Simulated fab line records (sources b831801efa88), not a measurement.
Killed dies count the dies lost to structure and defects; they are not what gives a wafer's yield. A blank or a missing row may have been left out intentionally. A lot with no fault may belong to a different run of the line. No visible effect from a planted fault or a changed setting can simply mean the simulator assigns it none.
Which tool did it? / flow gf180mcu / Sampling: 13 lots, 39 wafers, 5 of 602 route steps

## WHAT EACH GAUGE READ, for each wafer
GF_LVPWELL_OVL_MEAS_07. Usual: LVPWELL_OVL gives -0.5 nm (standard deviation 1.4).
lot=L274; measured=day 3 21:33; on=overlay-01; LVPWELL_OVL (nm)=1.2 0.7 -0.5; flag=
lot=L275; measured=day 4 04:15; on=overlay-02; LVPWELL_OVL (nm)=1.3 1.7 0.7; flag=
lot=L276; measured=day 4 07:32; on=overlay-01; LVPWELL_OVL (nm)=0.5 0.7 -2.0; flag=
lot=L277; measured=day 4 12:29; on=overlay-02; LVPWELL_OVL (nm)=-2.2 -2.6 -3.0; flag=
lot=L278; measured=day 4 18:02; on=overlay-02; LVPWELL_OVL (nm)=-0.8 -2.5 -0.2; flag=
lot=L279; measured=day 4 23:58; on=overlay-01; LVPWELL_OVL (nm)=-1.8 -2.8 -2.1; flag=
lot=L280; measured=day 5 05:45; on=overlay-01; LVPWELL_OVL (nm)=0.4 0.4 0.1; flag=
lot=L281; measured=day 5 11:47; on=overlay-01; LVPWELL_OVL (nm)=0.6 -0.2 -2.1; flag=
lot=L282; measured=day 5 23:18; on=overlay-02; LVPWELL_OVL (nm)=0.1 -1.5 -1.7; flag=
lot=L285; measured=day 6 15:28; on=overlay-01; LVPWELL_OVL (nm)=-1.3 -1.2 -0.8; flag=
lot=L286; measured=day 6 19:49; on=overlay-02; LVPWELL_OVL (nm)=1.0 0.8 -0.1; flag=
lot=L287; measured=day 7 00:15; on=overlay-02; LVPWELL_OVL (nm)=2.1 0.5 1.0; flag=
lot=L291; measured=day 7 21:31; on=overlay-01; LVPWELL_OVL (nm)=-1.0 -0.9 0.4; flag=

GF_VT_IMPLANT_OVL_MEAS_29. Usual: VT_IMPLANT_02_OVL gives -0.8 nm (standard deviation 1.6).
lot=L274; measured=day 6 23:00; on=overlay-01; VT_IMPLANT_02_OVL (nm)=1.5 3.2 0.2; flag=
lot=L275; measured=day 7 05:29; on=overlay-01; VT_IMPLANT_02_OVL (nm)=-1.2 -1.9 -1.4; flag=
lot=L276; measured=day 7 09:02; on=overlay-01; VT_IMPLANT_02_OVL (nm)=0.2 -2.5 -2.8; flag=
lot=L277; measured=day 7 16:26; on=overlay-02; VT_IMPLANT_02_OVL (nm)=0.7 0.7 -0.5; flag=
lot=L278; measured=day 7 22:08; on=overlay-01; VT_IMPLANT_02_OVL (nm)=1.4 -0.4 0.4; flag=
lot=L279; measured=day 8 05:06; on=overlay-01; VT_IMPLANT_02_OVL (nm)=-1.4 0.7 -0.6; flag=
lot=L280; measured=day 8 11:39; on=overlay-02; VT_IMPLANT_02_OVL (nm)=-1.5 -0.6 -2.1; flag=
lot=L281; measured=day 8 19:10; on=overlay-02; VT_IMPLANT_02_OVL (nm)=215.3 213.1 215.2; flag=OFF
lot=L282; measured=day 9 08:39; on=overlay-01; VT_IMPLANT_02_OVL (nm)=-0.1 0.9 0.1; flag=
lot=L285; measured=day 10 03:22; on=overlay-01; VT_IMPLANT_02_OVL (nm)=214.9 216.2 215.6; flag=OFF
lot=L286; measured=day 10 07:03; on=overlay-02; VT_IMPLANT_02_OVL (nm)=-0.6 -0.3 1.9; flag=
lot=L287; measured=day 10 11:57; on=overlay-01; VT_IMPLANT_02_OVL (nm)=215.2 215.2 214.7; flag=OFF
lot=L291; measured=day 11 11:27; on=overlay-02; VT_IMPLANT_02_OVL (nm)=-0.6 1.3 -0.3; flag=

GF_POLY_GATE_CD_MEAS_10: the cd target is 280 nm. Usual: 280.1 nm for cd-nm, sd 1.1.
lot=L274; measured=day 9 04:22; on=cd-sem-02; cd-nm (nm)=279.1 278.6 278.3; flag=
lot=L275; measured=day 9 14:41; on=cd-sem-01; cd-nm (nm)=279.6 279.4 280.8; flag=
lot=L276; measured=day 9 19:32; on=cd-sem-02; cd-nm (nm)=280.2 280.3 280.6; flag=
lot=L277; measured=day 10 00:35; on=cd-sem-01; cd-nm (nm)=279.8 279.4 279.2; flag=
lot=L278; measured=day 10 06:02; on=cd-sem-02; cd-nm (nm)=281.0 280.7 280.8; flag=
lot=L279; measured=day 10 17:09; on=cd-sem-02; cd-nm (nm)=280.0 279.3 279.4; flag=
lot=L280; measured=day 11 01:25; on=cd-sem-01; cd-nm (nm)=280.6 280.3 278.8; flag=
lot=L281; measured=day 11 11:02; on=cd-sem-01; cd-nm (nm)=279.8 280.8 279.3; flag=
lot=L282; measured=day 12 04:10; on=cd-sem-02; cd-nm (nm)=282.1 282.1 282.0; flag=
lot=L285; measured=day 12 20:17; on=cd-sem-02; cd-nm (nm)=280.1 280.8 280.6; flag=
lot=L286; measured=day 12 19:51; on=cd-sem-02; cd-nm (nm)=280.4 280.5 281.7; flag=
lot=L287; measured=day 13 04:07; on=cd-sem-02; cd-nm (nm)=280.2 279.4 280.4; flag=
lot=L291; measured=day 14 09:10; on=cd-sem-01; cd-nm (nm)=281.2 282.1 281.6; flag=

GF_CONTACT_CD_MEAS_14: the cd target is 220 nm. Usual: 219.9 nm for cd-nm, sd 1.6.
lot=L274; measured=day 15 22:37; on=cd-sem-01; cd-nm (nm)=220.7 222.2 221.9; flag=
lot=L275; measured=day 16 09:20; on=cd-sem-02; cd-nm (nm)=217.2 217.6 216.2; flag=
lot=L276; measured=day 16 16:14; on=cd-sem-01; cd-nm (nm)=219.9 219.2 219.7; flag=
lot=L277; measured=day 16 22:50; on=cd-sem-01; cd-nm (nm)=217.7 218.1 219.6; flag=
lot=L278; measured=day 17 13:59; on=cd-sem-02; cd-nm (nm)=221.7 220.8 223.0; flag=
lot=L279; measured=day 18 03:00; on=cd-sem-01; cd-nm (nm)=219.0 219.9 219.6; flag=
lot=L280; measured=day 18 09:31; on=cd-sem-02; cd-nm (nm)=223.6 222.5 222.1; flag=
lot=L281; measured=day 18 19:14; on=cd-sem-01; cd-nm (nm)=221.4 220.9 219.9; flag=
lot=L282; measured=day 19 16:20; on=cd-sem-01; cd-nm (nm)=221.5 220.1 220.5; flag=
lot=L285; measured=day 20 16:50; on=cd-sem-01; cd-nm (nm)=221.2 220.7 221.0; flag=
lot=L286; measured=day 20 16:03; on=cd-sem-02; cd-nm (nm)=219.2 219.9 218.9; flag=
lot=L287; measured=day 21 07:49; on=cd-sem-02; cd-nm (nm)=220.2 218.4 220.1; flag=
lot=L291; measured=day 22 13:44; on=cd-sem-01; cd-nm (nm)=221.2 222.0 221.8; flag=

## TOOL THAT RAN EACH LOT (tool first, then ch and the chambers of the sampled wafers, then the start)
lot=L274; GF_VT_IMPLANT_EXPOSE_26=iline-stepper-01 ch 0, day 6 15:24
lot=L275; GF_VT_IMPLANT_EXPOSE_26=iline-stepper-02 ch 0, day 6 21:57
lot=L276; GF_VT_IMPLANT_EXPOSE_26=iline-stepper-02 ch 0, day 7 01:38
lot=L277; GF_VT_IMPLANT_EXPOSE_26=iline-stepper-02 ch 0, day 7 08:56
lot=L278; GF_VT_IMPLANT_EXPOSE_26=iline-stepper-01 ch 0, day 7 14:13
lot=L279; GF_VT_IMPLANT_EXPOSE_26=iline-stepper-01 ch 0, day 7 21:44
lot=L280; GF_VT_IMPLANT_EXPOSE_26=iline-stepper-02 ch 0, day 8 03:35
lot=L281; GF_VT_IMPLANT_EXPOSE_26=iline-stepper-02 ch 0, day 8 10:56
lot=L282; GF_VT_IMPLANT_EXPOSE_26=iline-stepper-01 ch 0, day 9 00:22
lot=L285; GF_VT_IMPLANT_EXPOSE_26=iline-stepper-02 ch 0, day 9 18:10
lot=L286; GF_VT_IMPLANT_EXPOSE_26=iline-stepper-01 ch 0, day 9 22:34
lot=L287; GF_VT_IMPLANT_EXPOSE_26=iline-stepper-02 ch 0, day 10 04:08
lot=L291; GF_VT_IMPLANT_EXPOSE_26=iline-stepper-01 ch 0, day 11 02:49
- GF_VT_IMPLANT_EXPOSE_26: exposes mask LVPWELL HV AREA, target cd 860 nm.

## AS READ BY THE TOOLS THEMSELVES (means over the sampled wafers that have a number; for cases with no such wafer, the mark the record gives instead)
The record holds no such reading with a usual standard deviation.

## THE ANSWER, worked out from the rows above alone
Rule: a lot is off if the mean of its wafers that have a number lies more than 3 standard deviations from the usual mean. A lot without any number at a reading at which 4 lots or more have one is off too. Any other lot the step has rows for is counted as sound. After the gauges, taken in route order, come the tools' own readings; for these a lot's mean is taken, as printed above. At the first step where some lot is off, the reading lying furthest off is the one used; lots without a number count as furthest.
Off: L281, L285, L287, seen at GF_VT_IMPLANT_OVL_MEAS_29 (VT_IMPLANT_02_OVL).
A tool fits if, at a process step before that reading, it ran every lot that is off, and no sound lot after the first of them. Gauges at GF_VT_IMPLANT_OVL_MEAS_29: tried the same way as those tools. One candidate fits, namely iline-stepper-02 at GF_VT_IMPLANT_EXPOSE_26. A fault onset in the window from L280 (day 8 03:35, its last sound lot) to L281 (day 8 10:56, its first lot off) fits.

## WHAT THE SIMULATOR HAD INSERTED
Scanner matching overlay: iline-stepper-02, from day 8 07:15 on, at GF_VT_IMPLANT_EXPOSE_26. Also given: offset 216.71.
Shown lots that were struck: L281, L285, L287. The rule above found the same.
